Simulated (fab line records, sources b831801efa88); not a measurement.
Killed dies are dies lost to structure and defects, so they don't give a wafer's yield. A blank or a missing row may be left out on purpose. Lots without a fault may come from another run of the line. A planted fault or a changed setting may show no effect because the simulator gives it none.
fab line records | flow sky130
record lots=7 wafers=21 last_day=49
route steps=708 shown PWDE@48 NWELL@56
lots that met no fault: from a run of the same line without faults
start_h: hours from the record's first day to the start of the lot's first wafer shown | wait_h: hours since the lot's step before | " the same as in the row above | L1.1+2: a row that stands for several wafers | - no value, or no start given | * or withheld: withheld | < > ~ a bound
route shown NAME@n: a module of which the file shows steps, and the number in the route of the first | usual: mean/standard deviation of fault-free wafers | same: alike in all rows | chamber/n: place in a boat | sites: the reading at each site | _std_site: their standard deviation | _edge_site: outer sites' mean less inner sites' | radius_mm: how far each site lies from the wafer's centre | mask NAME#n: copy n | behind: the tool/chamber that last shaped the wafer | hold: why the lot was held/for how many hours/how that ended | device: the transistor (n, p or np) that didn't switch | end of line: the same wafers' tests at the end of the route | a step without rows: its recipe alone | killed: dies lost to structure and defects at the first sort, not the wafer's yield | map: a wafer's dies, x killed, . not, _ none there
set.NAME: the setting as run; set.NAME@STEP: as run at that earlier step | model.NAME: the simulator's own value behind a step, which no gauge read
lots at some steps of the route; a table a step, a row a wafer
services: from which hour (start_h, from the record's first day; less than 0 if before it) a tool's chamber was out of use, for how many hours, and why
## steps
# step SKY_PWDE_SOFTBAKE_03
# recipe temp_c=110 time_s=withheld
# step SKY_PWDE_EXPOSE_04
# recipe mask_id=PWDEM na=0.6 source_shape=conventional sigma_outer=0.6 polarization=unpolarized target_cd_nm=840 dose_mj=214
# step SKY_PWDE_PEB_05
# recipe temp_c=115 time_s=withheld
# step SKY_PWDE_DEVELOP_06
# recipe wall_angle_deg=90 developer=TMAH develop_time_s=60 dev_temp_c=23
# step SKY_PWDE_OVL_MEAS_07
# usual PWDE_OVL=-0.9/1.3
# columns lot.wafer tool chamber start_h wait_h PWDE_OVL[nm]
L849.3 overlay-01 - 86.15 - -1.9
L849.5 " - " " -2.2
L849.6 " - " " -0.5
L850.3 overlay-02 - 89.00 - 0.0
L850.5 " - " " 1.5
L850.6 " - " " 0.4
L860.1 overlay-01 - 148.76 - 1.7
L860.2 " - " " -1.8
L860.5 " - " " -1.4
L861.3 overlay-01 - 154.97 - 0.2
L861.4 " - " " 0.0
L861.6 " - " " 0.5
L862.2 overlay-02 - 162.56 - 1.4
L862.3 " - " " -1.0
L862.6 " - " " 0.9
L866.2 overlay-01 - 180.61 - -0.2
L866.4 " - " " -0.8
L866.5 " - " " 0.8
L867.2 overlay-01 - 184.90 - 0.0
L867.3 " - " " -0.5
L867.6 " - " " -1.6
# step SKY_PWDE_IMPLANT_08
# recipe species=B energy_kev=150 dose_cm2=3.6e+12 tilt_deg=withheld
# step SKY_PWDE_STRIP_09
# recipe chemistry=O2/N2 power_w=1400 pressure_mtorr=1500 platen_temp_c=withheld o2_flow_sccm=3000 n2_flow_sccm=300 overash_fraction=0.5
# usual drypump_motor_current_A=5.6/0.54 oes_product_au=0.723/0.0047 strip_time_to_endpoint_s=36.91/0.088
# columns lot.wafer tool chamber start_h wait_h drypump_motor_current_A oes_product_au rf_hours_counter_h strip_time_to_endpoint_s
L849.3 plasma_asher-03 0 86.36 0.1 5.8 0.729 - 36.94
L849.5 " 1 " " 4.9 0.718 - 36.98
L849.6 " 0 " " 5.8 0.725 - 37.00
L850.3 plasma_asher-02 1 89.21 0.1 5.4 0.714 - 37.00
L850.5 " 0 " " 6.8 0.728 - 37.06
L850.6 " 1 " " 5.4 0.717 - 36.98
L860.1 plasma_asher-03 1 148.94 0.1 4.9 0.728 46 36.83
L860.2 " 0 " " 5.8 0.717 46 36.84
L860.5 " 0 " " 5.8 0.723 - 36.93
L861.3 plasma_asher-02 1 155.18 0.1 5.4 0.723 - 36.90
L861.4 " 0 " " 6.8 0.730 - 36.88
L861.6 " 0 " " 6.8 0.724 - 36.93
L862.2 plasma_asher-01 0 162.74 0.1 5.3 0.726 4 37.04
L862.3 " 0 " " 5.3 0.721 - 37.00
L862.6 " 1 " " 5.6 0.729 - 36.99
L866.2 plasma_asher-01 1 180.81 0.1 5.6 0.723 6 36.83
L866.4 " 1 " " 5.6 0.721 - 36.85
L866.5 " 0 " " 5.3 0.721 - 36.89
L867.2 plasma_asher-02 1 185.08 0.1 5.4 0.720 38 36.69
L867.3 " 1 " " 5.4 0.724 - 36.84
L867.6 " 0 " " 6.8 0.720 - 36.82
# step SKY_PWDE_TW_MEAS_10
# usual PWDE_TW=370/3.5
# columns lot.wafer tool chamber start_h wait_h PWDE_TW
L849.3 film_metro-03 - 86.45 0.1 369
L849.5 " - " " 369
L849.6 " - " " 370
L850.3 film_metro-04 - 89.30 0.1 372
L850.5 " - " " 373
L850.6 " - " " 373
L860.1 film_metro-04 - 149.04 0.1 373
L860.2 " - " " 371
L860.5 " - " " 371
L861.3 film_metro-04 - 155.26 0.1 370
L861.4 " - " " 370
L861.6 " - " " 370
L862.2 film_metro-03 - 162.85 0.1 369
L862.3 " - " " 372
L862.6 " - " " 370
L866.2 film_metro-03 - 180.92 0.1 371
L866.4 " - " " 371
L866.5 " - " " 369
L867.2 film_metro-04 - 185.19 0.1 372
L867.3 " - " " 372
L867.6 " - " " 372
# step SKY_NWELL_DEHYDRATE_03
# recipe temp_c=200 time_s=60
# step SKY_NWELL_HMDS_04
# recipe prime_time_s=60 prime_temp_c=120
# step SKY_NWELL_COAT_05
# recipe spin_rpm=2000 resist_thk_nm=3000
# step SKY_NWELL_SOFTBAKE_06
# recipe temp_c=110 time_s=withheld
# step SKY_NWELL_EXPOSE_07
# recipe mask_id=NWM na=0.6 source_shape=conventional sigma_outer=0.6 polarization=unpolarized target_cd_nm=840 dose_mj=255
# usual exposure_dose_mJ_cm2=254.98/0.23 focus_offset_nm=0.1/0.52
# columns lot.wafer tool chamber start_h wait_h mask exposure_dose_mJ_cm2 focus_offset_nm
L849.3 iline_stepper-01 0 94.26 - NWM#0 254.91 -0.6
L849.5 " 0 " " NWM#0 255.03 0.3
L849.6 " 0 " " NWM#0 254.39 0.4
L850.3 iline_stepper-01 0 98.10 - NWM#0 255.42 -0.3
L850.5 " 0 " " NWM#0 255.28 -1.0
L850.6 " 0 " " NWM#0 255.50 -0.6
L860.1 iline_stepper-02 - 158.73 - NWM#0 - -
L860.2 " - " " NWM#0 - -
L860.5 " - " " NWM#0 - -
L861.3 iline_stepper-01 - 165.57 - NWM#0 - -
L861.4 " - " " NWM#0 - -
L861.6 " - " " NWM#0 - -
L862.2 iline_stepper-02 - 173.05 - NWM#0 - -
L862.3 " - " " NWM#0 - -
L862.6 " - " " NWM#0 - -
L866.2 iline_stepper-02 0 191.43 - NWM#0 255.04 0.4
L866.4 " 0 " " NWM#0 254.60 -0.4
L866.5 " 0 " " NWM#0 254.94 0.0
L867.2 iline_stepper-02 0 195.58 - NWM#0 255.00 0.1
L867.3 " 0 " " NWM#0 255.04 0.1
L867.6 " 0 " " NWM#0 255.11 0.8
# step SKY_NWELL_PEB_08
# recipe temp_c=115 time_s=withheld
## services
# columns tool chamber start_h hours kind
plasma_asher-02 - 92.78 3.9 repair
plasma_asher-01 - 108.75 9.0 pm
plasma_asher-01 0 108.75 9.0 vent_cycle
plasma_asher-01 1 108.75 9.0 vent_cycle
plasma_asher-01 0 117.75 - clean
plasma_asher-01 1 117.75 - clean
plasma_asher-03 - 125.48 9.8 pm
plasma_asher-01 - 127.27 1.2 repair
iline_stepper-02 - 128.57 1.7 pm
iline_stepper-01 - 130.24 1.7 pm
iline_stepper-02 - 141.16 2.5 repair
plasma_asher-03 - 142.07 0.8 repair
plasma_asher-03 - 167.32 0.3 repair
iline_stepper-01 - 190.24 2.1 pm
iline_stepper-01 - 192.32 - consumable_replace:lamp
## key
first_sign step=SKY_NWELL_EXPOSE_07 reading=tool_record direction=missing
effect none on later readings
met_at SKY_NWELL_EXPOSE_07
struck_wafers L860.1,L860.2,L860.5,L861.3,L861.4,L861.6,L862.2,L862.3,L862.6
sort_left_out L860.1,L860.2,L860.5,L861.3,L861.4,L861.6,L862.2,L862.3,L862.6
tester_left_out L860,L861,L862
onset_between 98.10 158.73
fault kind=skipped_step_whole tool=iline_stepper-01,iline_stepper-02 chamber=- onset_h=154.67 steps=SKY_NWELL_EXPOSE_07 scope=struck_lots_only
# tester_left_out: of these lots the tester's yield and bins aren't shown, on N5 and GAA mostly nor the transistor test; their killed dies are dies lost to structure and defects alone, not to doping, threshold or leakage, so they don't give the yield
# sort_left_out: the simulated sort isn't trusted on such a fault, so these wafers' sort isn't shown, and their yield isn't known
